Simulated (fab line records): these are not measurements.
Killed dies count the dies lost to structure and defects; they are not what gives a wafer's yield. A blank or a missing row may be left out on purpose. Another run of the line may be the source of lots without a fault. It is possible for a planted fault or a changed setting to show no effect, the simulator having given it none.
Which of the tools did it?    flow gf180mcu    12 lots, 36 wafers sampled, at 7 steps of a route of 602

== WHAT THE GAUGES READ, wafer by wafer ==
GF_NWELL_TW_MEAS_11.
lot   measured     on            NWELL_TW
L820  day 3 18:16  filmMetro-04  1548 1548 1551
L824  day 4 17:23  filmMetro-01  1594 1584 1585
L825  day 5 02:32  filmMetro-04  1549 1541 1545
L827  day 5 10:57  filmMetro-01  1585 1587 1581
L828  day 5 14:59  filmMetro-04  1553 1553 1554
L834  day 7 01:35  filmMetro-04  1824 1825 1825
L835  day 7 03:32  filmMetro-04  1829 1820 1828
L836  day 7 12:59  filmMetro-02  1578 1578 1587
L837  day 7 20:05  filmMetro-01  1587 1593 1576
L838  day 7 21:12  filmMetro-01  1580 1588 1590
L839  day 8 03:52  filmMetro-04  1548 1540 1548
L840  day 8 08:45  filmMetro-04  1550 1541 1554

GF_LVPWELL_TW_MEAS_11.
lot   measured     on            LVPWELL_TW
L820  day 4 07:46  filmMetro-04  553 550 550
L824  day 5 08:03  filmMetro-04  551 551 552
L825  day 5 16:14  filmMetro-01  565 562 565
L827  day 6 02:07  filmMetro-02  566 562 565
L828  day 6 06:00  filmMetro-01  564 562 560
L834  day 7 17:08  filmMetro-01  1395 1381 1389
L835  day 7 19:49  filmMetro-04  1361 1365 1359
L836  day 8 05:30  filmMetro-01  564 562 567
L837  day 8 13:08  filmMetro-04  551 551 549
L838  day 8 13:36  filmMetro-02  565 564 565
L839  day 8 21:10  filmMetro-04  550 549 550
L840  day 9 01:57  filmMetro-04  551 548 552

GF_MVSD_TW_MEAS_11.
lot   measured     on            MVSD_TW
L820  day 4 22:42  filmMetro-01  1598 1588 1584
L824  day 5 23:02  filmMetro-02  1580 1585 1591
L825  day 6 07:32  filmMetro-04  1555 1534 1546
L827  day 6 17:28  filmMetro-02  1585 1594 1591
L828  day 6 21:21  filmMetro-02  1592 1585 1587
L834  day 8 09:56  filmMetro-02  1873 1872 1875
L835  day 8 12:57  filmMetro-02  1866 1858 1860
L836  day 8 23:05  filmMetro-02  1592 1597 1606
L837  day 9 06:47  filmMetro-01  1591 1590 1589
L838  day 9 07:29  filmMetro-04  1556 1559 1545
L839  day 9 14:23  filmMetro-02  1604 1602 1603
L840  day 9 19:12  filmMetro-02  1603 1607 1591

GF_MVPSD_OVL_MEAS_07.
lot   measured      on          MVPSD_OVL (nm)
L820  day 5 13:16   overlay-02  0.9 0.7 0.8
L824  day 6 14:16   overlay-02  0.5 2.2 1.7
L825  day 6 22:06   overlay-02  1.8 3.5 2.7
L827  day 7 08:47   overlay-02  0.3 0.7 0.4
L828  day 7 13:10   overlay-01  0.1 2.2 0.6
L834  day 9 03:07   overlay-02  0.9 -0.4 0.8
L835  day 9 06:13   overlay-01  3.3 1.7 2.4
L836  day 9 16:22   overlay-02  1.1 2.4 0.3
L837  day 10 00:40  overlay-01  1.0 -0.5 0.9
L838  day 10 01:37  overlay-02  2.2 0.2 0.6
L839  day 10 07:31  overlay-02  -0.6 0.3 2.4
L840  day 10 13:42  overlay-01  1.2 1.2 1.3

GF_HV_LDD_OVL_MEAS_08.
lot   measured      on          HV_LDD_OVL (nm)
L820  day 10 19:10  overlay-02  -0.7 0.4 0.5
L824  day 11 23:50  overlay-02  0.3 1.2 1.1
L825  day 12 13:22  overlay-01  -0.9 1.7 2.9
L827  day 12 21:57  overlay-01  1.5 0.7 -0.8
L828  day 13 07:59  overlay-02  -1.0 1.3 -0.2
L834  day 15 06:53  overlay-02  3.1 0.3 2.3
L835  day 15 10:04  overlay-01  2.7 0.9 1.7
L836  day 15 19:26  overlay-02  0.9 -0.1 -1.6
L837  day 16 08:11  overlay-01  0.5 1.2 -0.7
L838  day 16 06:23  overlay-02  3.1 2.4 2.7
L839  day 16 12:17  overlay-01  1.0 -0.1 0.8
L840  day 16 20:46  overlay-02  1.1 2.0 2.8

== EACH LOT AND THE TOOL THAT RAN IT (in order: tool; ch and the chambers of the sampled wafers; start) ==
lot   GF_DNWELL_COAT_02                GF_DUAL_GATE_STRIP_13
L820  lithoTrack-01 ch 0, day 2 22:11  plasmaAsher-03 ch 0,1, day 9 00:04
L824  lithoTrack-04 ch 0, day 3 20:43  plasmaAsher-04 ch 0,1, day 10 04:58
L825  lithoTrack-03 ch 0, day 4 04:42  plasmaAsher-04 ch 0,1, day 10 14:50
L827  lithoTrack-04 ch 0, day 4 12:22  plasmaAsher-03 ch 0,1, day 11 02:22
L828  lithoTrack-01 ch 0, day 4 16:13  plasmaAsher-02 ch 0,1, day 11 07:56
L834  lithoTrack-01, day 6 02:28       plasmaAsher-03 ch 0,1, day 13 05:55
L835  lithoTrack-04, day 6 03:35       plasmaAsher-03 ch 0,1, day 13 09:37
L836  lithoTrack-04 ch 0, day 6 10:46  plasmaAsher-04 ch 0,1, day 13 20:23
L837  lithoTrack-04 ch 0, day 6 19:16  plasmaAsher-03 ch 0,1, day 14 06:34
L838  lithoTrack-01 ch 0, day 6 20:43  plasmaAsher-02 ch 0,1, day 14 06:29
L839  lithoTrack-01 ch 0, day 7 02:53  plasmaAsher-02 ch 0,1, day 14 12:02
L840  lithoTrack-04 ch 0, day 7 08:10  plasmaAsher-02 ch 0,1, day 14 19:01
- GF_DNWELL_COAT_02: resist thk 3000 nm.
- GF_DUAL_GATE_STRIP_13: strips in O2/N2.

== WHAT THE TOOLS THEMSELVES READ (means of the sampled wafers that have a number; where no wafer has one, the mark that the record gives instead) ==
GF_DNWELL_COAT_02.
lot   tool           chillPlateTempC (C)  dispensePressureKPa (kPa)  exhaustPa (Pa)
L820  lithoTrack-01  22.99                44                         43.1
L824  lithoTrack-04  23.03                48                         44.7
L825  lithoTrack-03  23.13                54                         44.4
L827  lithoTrack-04  23.10                48                         44.4
L828  lithoTrack-01  22.98                44                         46.6
L834  lithoTrack-01  -                    -                          -
L835  lithoTrack-04  -                    -                          -
L836  lithoTrack-04  23.00                48                         46.3
L837  lithoTrack-04  23.14                48                         44.5
L838  lithoTrack-01  23.20                44                         44.9
L839  lithoTrack-01  23.01                44                         44.6
L840  lithoTrack-04  22.99                48                         45.8

GF_DUAL_GATE_STRIP_13.
lot   tool            drypumpMotorCurrentA (A)  heaterPowerW (W)  oesProductAu (a.u.)  stripTimeToEndpointS (s)
L820  plasmaAsher-03  5.5                       305               0.717                12.64
L824  plasmaAsher-04  5.7                       337               0.716                12.64
L825  plasmaAsher-04  5.8                       339               0.718                12.68
L827  plasmaAsher-03  5.5                       306               0.718                12.69
L828  plasmaAsher-02  5.2                       347               0.713                12.63
L834  plasmaAsher-03  5.3                       320               0.716                12.67
L835  plasmaAsher-03  5.3                       319               0.716                12.63
L836  plasmaAsher-04  5.5                       330               0.712                12.62
L837  plasmaAsher-03  5.4                       319               0.719                12.69
L838  plasmaAsher-02  5.2                       339               0.713                12.65
L839  plasmaAsher-02  5.2                       345               0.714                12.55
L840  plasmaAsher-02  5.0                       318               0.714                12.69

== THE ANSWER, worked out from the rows above alone ==
Rule: usual is defined by the lots themselves. Put in order of their means at a reading, lots are off if they are a third of the lots or fewer, leave a main group of 4 or more, and stand apart from it by a gap of 3 or more times the standard deviation of the main group's means; of several such gaps the widest counts. A main group is skipped when, at the precision printed for the reading in the tables above, its means are all equal. A lot without any number at a reading at which 4 lots or more have one is off too. Where the step has rows for the other lots, those lots are counted as sound. Order of review: gauges by route order, followed by the tools' own readings, for which a lot's mean as printed above is used. The first step at which some lot is off is used, and at that step the reading that is off furthest; a lot without a number counts as furthest.
Off: L834, L835, at GF_NWELL_TW_MEAS_11 (NWELL_TW). Mean 1567 and standard deviation 19 in the main group.
If a tool, at a process step before that reading, ran all the lots that are off and no sound lot after the first of them, it fits. Not tried: the gauges at GF_NWELL_TW_MEAS_11; whatever is off there is also off at GF_MVSD_TW_MEAS_11, on other tools, and gauge error can't account for it. Not one of the candidates tried fits.

== WHAT WAS PUT IN BY THE SIMULATOR ==
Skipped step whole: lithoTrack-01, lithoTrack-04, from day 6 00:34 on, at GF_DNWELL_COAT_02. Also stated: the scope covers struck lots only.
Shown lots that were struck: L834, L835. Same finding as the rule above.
